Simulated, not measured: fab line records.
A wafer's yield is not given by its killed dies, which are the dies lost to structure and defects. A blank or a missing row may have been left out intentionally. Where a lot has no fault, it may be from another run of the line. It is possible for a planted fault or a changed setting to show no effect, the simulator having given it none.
Matching of chambers	flow gf180mcu	GF_V1_CMP_04 on cmp-02 has 4 sister chambers
The step polishes SiO2. 15 wafers are shown with their chamber, then 7 later ones without.

EACH WAFER AND ITS CHAMBER
wafer	chamber	motor current A (A)	head pressure psi (psi)	time to endpoint s (s)
L479.2	3	13.9	4.019	80
L479.4	0	13.1	3.993	82
L479.5	2	9.8	4.001	86
L480.1	1	11.4	3.996	77
L480.5	1	12.2	4.008	82
L480.6	0	13.6	3.996	82
L481.2	1	12.3	4.000	89
L481.3	2	8.9	3.989	85
L481.5	1	12.4	4.002	91
L482.2	3	13.7	3.997	86
L482.3	2	10.3	4.001	87
L482.4	1	11.5	3.989	85
L486.1	1	12.0	4.005	78
L486.3	0	12.6	3.982	79
L486.6	0	13.1	3.993	83

SIGNATURES (averages over the wafers above)
reading	chamber 0	chamber 1	chamber 2	chamber 3	scatter within a chamber
motor current A	13.100	11.967	9.667	13.800	0.469
head pressure psi	3.99100	4.00000	3.99700	4.00800	0.00787
time to endpoint s	81.50	83.67	86.00	83.00	4.18
Rule: for each reading, subtract the chamber's mean from the wafer's reading, divide by that reading's scatter and square the result; add these up over the readings and take the root, which gives the wafer's distance from the chamber. The wafer belongs to the nearest chamber; if the next one is less than 2 further off, it can't be placed. The scatter is the square root of a quotient: the sum, over the shown wafers, of each reading's squared deviation from its chamber's mean, divided by wafers minus chambers.

WAFERS WITHOUT THEIR CHAMBER
wafer	motor current A (A)	head pressure psi (psi)	time to endpoint s (s)
L488.2	14.3	3.999	84
L488.5	12.4	4.015	86
L489.2	9.3	3.978	82
L489.3	12.8	4.006	79
L498.1	12.1	4.011	83
L498.4	14.3	3.995	90
L498.6	9.5	3.999	81

EACH ONE'S CHAMBER
wafer	from the rows above	in truth
L488.2	can't be placed: 3 or 0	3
L488.5	can't be placed: 1 or 3 or 0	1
L489.2	2	2
L489.3	can't be placed: 0 or 1 or 3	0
L498.1	can't be placed: 1 or 0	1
L498.4	can't be placed: 3 or 0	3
L498.6	2	2
Placed correctly: 2 of 7. Cannot be placed on the basis of these rows: 5; the candidates contain the true chamber in 5. Number placed wrongly: 0.
